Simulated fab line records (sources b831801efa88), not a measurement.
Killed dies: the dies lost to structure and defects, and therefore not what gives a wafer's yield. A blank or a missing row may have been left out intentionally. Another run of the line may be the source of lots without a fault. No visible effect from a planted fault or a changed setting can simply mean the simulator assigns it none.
One fault through the eyes of 2 desks :: flow gf180mcu :: each desk holds nothing but its own numbers, with what lay behind them at the end

== METROLOGY DESK ==
What the gauges read, lot by lot, whatever tool the lot ran on: means of the sampled wafers that have a number. A lot is out of limits, marked OUT, if its mean lies more than 4 standard deviations from the usual mean; the brackets give that distance.
Columns: A = V2_CVD_00_THK at GF_V2_THK_MEAS_01, usual 600 nm; B = V2_W_RS at GF_V2_RS_MEAS_24, usual 0.330 ohm/sq; C = V2_W_THK at GF_V2_THK_MEAS_25, usual 341 nm
lot: L201
first seen here: day 19 22:46
A: 614
B: 0.333
C: 342

lot: L205
first seen here: day 21 11:07
A: 611
B: 0.302 (-8.0) OUT
C: 372 (+6.6) OUT

lot: L206
first seen here: day 22 06:45
A: 607
B: 0.328
C: 343

lot: L208
first seen here: day 22 14:19
A: 594
B: 0.301 (-8.3) OUT
C: 371 (+6.4) OUT

lot: L215
first seen here: day 25 04:25
A: 597
B: 0.332
C: 340

lot: L217
first seen here: day 25 21:26
A: 596
B: 0.327
C: 342

lot: L218
first seen here: day 26 02:58
A: 595
B: 0.330
C: 339

lot: L219
first seen here: day 26 13:20
A: 592
B: 0.327
C: 346

lot: L220
first seen here: day 27 00:56
A: 600
B: 0.329
C: 339

lot: L222
first seen here: day 27 07:30
A: 602
B: 0.330
C: 341

lot: L223
first seen here: day 27 20:02
A: 596
B: 0.332
C: 341
This desk's finding: out of limits on L205, L208; first on L205, day 22 12:10 (V2_W_RS at GF_V2_RS_MEAS_24). L201, L206, L215, L217, L218, L219, L220, L222, L223 stayed within limits.

== FOR THE TOOL OWNER'S DESK: cvd-w-01 ==
The tool's own readings at GF_V2_CVD_23 (deposits W, target thk 350 nm, time 104.94 s): means of the sampled wafers that have a number, for each lot that ran on this tool. A lot is out of limits, marked OUT, if its mean lies more than 4 standard deviations from the usual mean; the brackets give that distance.
Columns: A = chamber-pressure-Torr at GF_V2_CVD_23, usual 40.00 Torr; B = heater-power-w at GF_V2_CVD_23, usual 912 W
lot: L201
first seen here: day 21 00:24
A: 40.14
B: 891

lot: L205
first seen here: day 22 12:03
A: 47.28 (+84) OUT
B: 904

lot: L208
first seen here: day 23 14:44
A: 47.25 (+83) OUT
B: 894

lot: L215
first seen here: day 26 03:05
A: 39.90
B: 901

lot: L217
first seen here: day 26 20:03
A: 39.99
B: 904

lot: L218
first seen here: day 27 02:07
A: 40.11
B: 919

lot: L219
first seen here: day 27 10:56
A: 39.97
B: 897

lot: L223
first seen here: day 28 17:14
A: 39.94
B: 892
This desk's verdict: out of limits on L205, L208, starting with L205 at day 22 12:03 (chamber-pressure-Torr at GF_V2_CVD_23). L201, L215, L217, L218, L219, L223 stayed within limits.

== BROUGHT TOGETHER ==
The tool owner's desk could have raised an alarm at day 22 12:03, on L205, L208.
L205, L208 would have let the metrology desk raise an alarm at day 22 12:10.
Every lot named ran GF_V2_CVD_23 on cvd-w-01.

== WHAT THE SIMULATOR PUT IN ==
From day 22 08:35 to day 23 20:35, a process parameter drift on cvd-w-01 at GF_V2_CVD_23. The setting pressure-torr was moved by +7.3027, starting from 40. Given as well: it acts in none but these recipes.
Struck lots among those shown: L205, L208.
Hours from the fault's start to each desk's first reading out of limits: the tool owner's desk, 3; the metrology desk, 4.
